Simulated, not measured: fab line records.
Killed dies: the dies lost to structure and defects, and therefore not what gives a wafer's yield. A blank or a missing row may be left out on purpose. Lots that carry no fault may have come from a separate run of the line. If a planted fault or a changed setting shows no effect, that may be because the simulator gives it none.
A lot that was struck, set against a sound lot | flow sfq-line | 14 steps out of a route of 325
Sound: the wafers L587.1, L587.3, L587.4. Wafers struck: L599.2, L599.4, L599.5. The cause is named last.
Each step with rows lists, per side, the tool, then ch with its chambers, then its first start. Under that, the readings that differ: sound wafers | struck wafers | difference of the means | sigmas: that difference in standard deviations of wafers without a fault.
alike: a reading whose means differ by less than 2 such deviations, as well as words and numbers matching on both sides. not compared: withheld readings; readings where some wafer has no value; bounds like >300 that might hide an equal value; numbers whose values overlap and for which the record gives no deviation.
Wherever a step has rows on one side only, a row that says differs or no value, or a row with sigmas, the two part there. Numbers that have no deviation but don't overlap get no sigmas and don't part them. A reading that every wafer of one side lacks parts them only if that side has two wafers or more.

SFQ_TRILAYER_M2_BARC_OPEN_METAL_ETCH_077: etches BARC in O2, target depth 125 nm, time 41.7 s.
  sound on rie-metal-03 ch 0,1, day 20 20:07; struck on rie-metal-03 ch 0,1, day 28 08:07
  alike: drypump-motor-current-A, oes-product-au
  not compared: rf-hours-counter-h
SFQ_TRILAYER_M2_ETCH_METAL_ETCH_060: etches Nb in Cl2/Ar, stops on SiO2, target depth 240 nm, time 120 s.
  sound on rie-metal-03 ch 0,1, day 20 20:10; struck on rie-metal-03 ch 0,1, day 28 08:11
  alike: drypump-motor-current-A, oes-product-au
  not compared: rf-hours-counter-h
SFQ_TRILAYER_M2_STRIP_STRIP_061: strips in O2.
  sound on rie-metal-03 ch 0,1, day 20 20:18; struck on rie-metal-03 ch 0,1, day 28 08:19
  alike: drypump-motor-current-A, oes-product-au
  not compared: rf-hours-counter-h
then, 2 steps without rows for these wafers: SFQ_TRILAYER_M2_STRIP_SOLV_CLEAN_062 (cleans in NMP, time 600 s); SFQ_TRILAYER_I2_DEP_PECVD_063 (deposits SiO2 from SiH4/N2O, time 111.11 s, target thk 500 nm).
SFQ_TRILAYER_I2_CMP_CMP_064: polishes SiO2.
  sound on cmp-01 ch 0,1,2, day 20 23:29; struck on cmp-01 ch 1,2, day 28 09:41
  alike: motor-current-A, slurry-filter-dp-kPa, time-to-endpoint-s
SFQ_I2_BOW_MEAS_917:
  sound on film-metro-04 at day 21 02:29; struck on film-metro-01 at day 28 12:12
  alike: I2_BOW
SFQ_TRILAYER_I2_METRO_MEASURE_065:
  sound on film-metro-04 at day 21 02:37; struck on film-metro-01 at day 28 12:30
  alike: thk-nm
then, 4 steps without rows for these wafers: SFQ_TRILAYER_I2_VIA_LITHO_COAT_072 (resist thk 62 nm); SFQ_TRILAYER_I2_VIA_LITHO_COAT_067 (resist thk 650 nm); SFQ_TRILAYER_I2_VIA_LITHO_SOFTBAKE_071; SFQ_TRILAYER_I2_VIA_LITHO_EXPOSE_068 (exposes mask I2, target cd 500 nm).
SFQ_TRILAYER_I2_VIA_LITHO_PEB_070: peb time 60 s.
  sound on litho-track-03 ch 0, day 21 05:46; struck on litho-track-03 ch 0, day 29 00:25
  reading                  | sound                | struck               | difference | sigmas
  heater-power-total-W (W) | 79.18 79.12 79.26    | 67.95 67.72 67.95    | -11.31     | -99 or more
  plate-temp-C (C)         | 114.90 114.92 115.22 | 102.53 102.63 102.54 | -12.45     | -99 or more
then, 1 step without rows for these wafers: SFQ_TRILAYER_I2_VIA_LITHO_DEVELOP_069 (time 60 s).

== WHERE THEY PART ==
At SFQ_TRILAYER_I2_VIA_LITHO_PEB_070 and nowhere else, as far as this record goes.

WHY: what the simulator had put in
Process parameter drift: litho-track-03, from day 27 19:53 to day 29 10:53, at SFQ_TRILAYER_I2_VIA_LITHO_PEB_070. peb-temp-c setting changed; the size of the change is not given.
